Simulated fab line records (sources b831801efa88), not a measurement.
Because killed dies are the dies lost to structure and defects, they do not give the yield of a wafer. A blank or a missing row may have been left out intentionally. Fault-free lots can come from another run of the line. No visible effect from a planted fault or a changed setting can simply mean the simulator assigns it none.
Which tool was responsible? -- flow gf180mcu -- 7 lots with 19 wafers sampled at 2 steps, on a route of 602 steps

WHAT EACH GAUGE READ, for each wafer
GF_STI_CD_MEAS_12: target cd 220 nm.
lot,measured,on,cd nm (nm)
L797,day 2 07:52,cd sem-01,221.1 222.0 221.5
L799,day 2 16:53,cd sem-01,219.7 218.9 218.6
L802,day 3 08:32,cd sem-02,217.9 218.7 217.1
L804,day 3 18:49,cd sem-02,219.9 219.2 220.7
L806,day 4 05:55,cd sem-01,218.0 219.3 217.1
L808,day 4 15:25,cd sem-02,216.6 184.0
L810,day 5 01:10,cd sem-01,188.0 188.6

WHICH TOOL RAN EACH LOT (tool, then ch and the chambers of the sampled wafers, then the start)
lot,GF_STI_EXPOSE_09
L797,"krf scanner-02 ch 0, day 2 02:16"
L799,"krf scanner-02 ch 0, day 2 11:14"
L802,"krf scanner-01 ch 0, day 3 02:16"
L804,"krf scanner-01 ch 0, day 3 11:41"
L806,"krf scanner-02 ch 0, day 3 22:56"
L808,"krf scanner-02 ch 0, day 4 08:43"
L810,"krf scanner-02 ch 0, day 4 18:04"
- GF_STI_EXPOSE_09: exposes mask COMP, target cd 220 nm.

THE ANSWER, worked out from the rows above alone
Rule: the usual values come from the lots themselves. The widest of any qualifying gaps counts: lots, ordered by their means at a reading, are off when they make up no more than a third of the lots, leave a main group of 4 or more, and stand apart from it by 3 or more times the standard deviation of that group's means. A main group is skipped when, at the precision printed for the reading in the tables above, its means are all equal. A lot without any number at a reading at which 4 lots or more have one is off too. Any other lot the step has rows for is counted as sound.
Off, at GF_STI_CD_MEAS_12 on cd nm: L808, L810. Mean 219.3 nm and standard deviation 1.3 in the main group.
A tool fits if, at a process step before that reading, it ran every lot that is off, and no sound lot after the first of them. The gauges at GF_STI_CD_MEAS_12 are tried like those tools. One fits: krf scanner-02 at GF_STI_EXPOSE_09. A fault onset in the window from L806 (day 3 22:56, its last sound lot) to L808 (day 4 08:43, its first lot off) fits.

WHAT HAD BEEN PUT IN BY THE SIMULATOR
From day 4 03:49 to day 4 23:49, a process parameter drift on krf scanner-02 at GF_STI_EXPOSE_09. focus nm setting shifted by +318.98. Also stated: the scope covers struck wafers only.
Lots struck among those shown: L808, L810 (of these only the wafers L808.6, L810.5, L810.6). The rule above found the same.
